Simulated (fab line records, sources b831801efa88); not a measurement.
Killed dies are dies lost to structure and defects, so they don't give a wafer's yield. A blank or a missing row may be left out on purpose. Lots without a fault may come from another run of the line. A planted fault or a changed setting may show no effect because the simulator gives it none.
A struck lot beside a sound one | flow sky130 | 4 steps out of a route of 708
Sound: wafers L763.2, L763.5, L763.6. Struck: wafers L759.2, L759.4, L759.5. The cause comes at the end.
At each step with rows: each side's tool, then ch and its chambers, then its first start. Under that, the readings that differ: sound wafers | struck wafers | difference of the means | sigmas: that difference in standard deviations of wafers without a fault.
alike: readings whose means differ by less than 2 such deviations, and words and numbers that are the same on both sides. not compared: withheld readings, readings that some wafer has no value for, bounds like >300 that may hide the same value, and numbers for which the record gives no deviation and whose values overlap.
The two part at a step that has a row with sigmas, a row that says differs or no value, or rows on one side only. Numbers that don't overlap but have no deviation are shown without sigmas and don't part them. A reading that every wafer of one side lacks parts them only if that side has two wafers or more.

SKY_FIELD_ISO_BOW_MEAS_00:
  sound on film_metro-02, day 4 08:01; struck on film_metro-01, day 3 12:01
  alike: INCOMING_BOW
SKY_FIELD_ISO_OXIDATION_01: stabilise 600 s, purge 300 s, target thk 12 nm.
  sound on furnace-01 ch 0, day 4 08:07; struck on furnace-01, day 3 13:14
  no value came back on the struck wafers for ox_temp_c (C), ox_temp_c_max, spike_tc_centre_C (C); on the sound wafers ox_temp_c (C) reads 900.3 900.3 900.2
then, 1 step without rows for these wafers: SKY_FIELD_ISO_CVD_03 (deposits Si3N4 from DCS/NH3, target thk 165 nm, time 2830 s).
-- the record jumps here: 45 days lie between the struck wafers' starts before and after (it left off in module FIELD_ISO and takes up again in module PAD_OPEN, whose first step shown is number 708 of the route) --
SKY_PAD_OPEN_PROBE_99:
  sound on prober-01, day 49 14:07; struck on prober-01, day 48 13:49
  reading                                          | sound                        | struck                      | difference | sigmas
  model.etest.pfet_16v.r_on_ohm_um                 | 1.542e+04 1.502e+04 1.55e+04 | 1.49e+04 1.44e+04 1.449e+04 | -7.17e+02  |
  model.etest.cap_li_to_poly.c_af_um2              | 98.48 97.43 101.8            | 91.64 95.28 94.58           | -5.40      |
  model.etest.cap_poly_to_well.c_af_um2            | 90.09 93.1 87.56             | 93.54 93.94 98.83           | +5.19      |
  model.etest.field_p.vt_v (V)                     | -43.71 -41.8 -43.44          | -37.8 -36.29 -35.2          | +6.6       |
  model.etest.field_n.vt_v (V)                     | 36.49 35.92 36.38            | 35.22 34.45 33.52           | -1.87      |
  model.etest.diode_ndiff_fingers.leak_log10_a_cm2 | -7.066 -6.668 -6.823         | -5.784 -6.005 -6.199        | +0.856     |
  model.etest.diode_pdiff_fingers.leak_log10_a_cm2 | -6.569 -6.638 -6.8           | -6.256 -5.982 -5.806        | +0.654     |
  model.etest.sram_nfet_pass.off_log10_a_um        | -12.63 -12.99 -12.83         | -11.97 -12.04 -11.83        | +0.87      |

WHERE THEY PART
Only at SKY_FIELD_ISO_OXIDATION_01, within this record.

WHY: what the simulator had put in
Skipped step whole: furnace-01, from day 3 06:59 on, at SKY_FIELD_ISO_OXIDATION_01. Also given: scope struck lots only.
